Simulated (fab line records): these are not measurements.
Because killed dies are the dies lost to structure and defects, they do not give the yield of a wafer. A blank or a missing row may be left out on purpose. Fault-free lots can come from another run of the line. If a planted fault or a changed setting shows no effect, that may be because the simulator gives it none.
8D (eight disciplines) problem report, filled in by code -- flow sky130 -- the parts of the form that need people (team, actions taken, sign-off) are left out

== 1. WHAT WENT WRONG ==
LOCAL_INTERCONNECT_TIN_RS at SKY_LOCAL_INTERCONNECT_RS_MEAS_01 reads a mean of 15.41 ohm/sq on 1 wafer of 1 lot; wafers without a fault read 14.10 ohm/sq with a standard deviation of 0.17. Relative to the usual mean, that is a shift of +7.7 standard deviations.
The step: measures by four-point-probe.
The first sign was on wafer L845.6 at day 35 06:27, on filmMetro-04. Wafers with a number at this step in the record: 33, from 11 lots. Rule for "out", or "out of limits": more than 4 standard deviations from the usual mean. The rest of the wafers with a number are treated as sound.

== 2. WHAT IT IS, WHAT IT ISN'T ==
question,is,is not
which readings at this step,LOCAL_INTERCONNECT_TIN_RS,-
which lots,L845,"L827, L828, L831, L832, L835, L841, L844, L847, L849, L850"
which wafers of those lots,L845.6,"L845.1, L845.4"
read on which gauges,filmMetro-04,"filmMetro-01, filmMetro-03"
when,from day 35 06:27,"up to then (23 sound wafers); but 9 sound wafers of L847, L849, L850 came after"

== 3. THE SUSPECTS, EACH WITH WHAT RULES IT OUT ==
Counting: if a tool at a process step up to the reading ran every lot that is out, it stays a suspect. Sound lots after the first of them don't rule it out here, since some wafers of a struck lot are sound.
- the gauge at SKY_LOCAL_INTERCONNECT_RS_MEAS_01 is ruled out. All the wafers that are out were read on filmMetro-04, but those of them that SKY_LOCAL_INTERCONNECT_METAL_ETCH_14 has rows for are out there too, on other tools.
- pvdSputter-02 at SKY_LOCAL_INTERCONNECT_SPUTTER_00 (material TiN, target thk 100 nm, time 83.3 s): kept. It processed L845, the lot that is out, at day 35 06:23, and its most recent sound lot before then was L835 at day 31 21:20.
The count leaves pvdSputter-02 at SKY_LOCAL_INTERCONNECT_SPUTTER_00.

== 4. THE CAUSE (what the simulator had put in) ==
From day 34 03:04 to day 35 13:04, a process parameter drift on pvdSputter-02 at SKY_LOCAL_INTERCONNECT_SPUTTER_00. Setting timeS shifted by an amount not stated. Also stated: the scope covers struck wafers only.
The count eliminated every tool but this one.

== 5. THE EFFECT CHAIN, in route order ==
Rows list readings where the struck wafers' mean (over those with a number) sits beyond 3 standard deviations from the usual. Scope: only readings with a usual standard deviation given in the record; hours: median across lots of the time from each lot's start at the first step in this table that gives one to its start at this step; sigmas: change in usual standard deviations.
hours,step,reading,usual,on struck wafers,change,sigmas
0,SKY_LOCAL_INTERCONNECT_RS_MEAS_01,LOCAL_INTERCONNECT_TIN_RS,14.10 ohm/sq,15.41,+1.31,+7.7
0,SKY_LOCAL_INTERCONNECT_THK_MEAS_02,LOCAL_INTERCONNECT_TIN_THK,100.2 nm,91.2,-9.0,-7.5
27,SKY_LOCAL_INTERCONNECT_METAL_ETCH_14,oesProductAu,0.944 a.u.,0.892,-0.052,-6.0
27,SKY_LOCAL_INTERCONNECT_METAL_ETCH_14,throttleValvePct,21.898 %,21.942,+0.044,+5.0
It contains these process steps:
- SKY_LOCAL_INTERCONNECT_METAL_ETCH_14: etches TiN in Cl2/BCl3, stops on PSG, target depth 110 nm, time 31.4 s.

== 6. HOW IT WOULD HAVE BEEN CAUGHT EARLIER ==
Counted from the fault's start at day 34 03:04, it took 27 hours until the first out-of-limits reading at a measuring or inspecting step in this record, taken at day 35 06:27.
Of the tool readings at SKY_LOCAL_INTERCONNECT_SPUTTER_00 for which the record gives a usual standard deviation, none was out on any struck wafer, so an alarm limit of 4 standard deviations on them would not have fired.
Lots out: 1; all had begun SKY_LOCAL_INTERCONNECT_SPUTTER_00 on pvdSputter-02 by day 35 06:27. Holding the tool at that point would not have protected any of them.
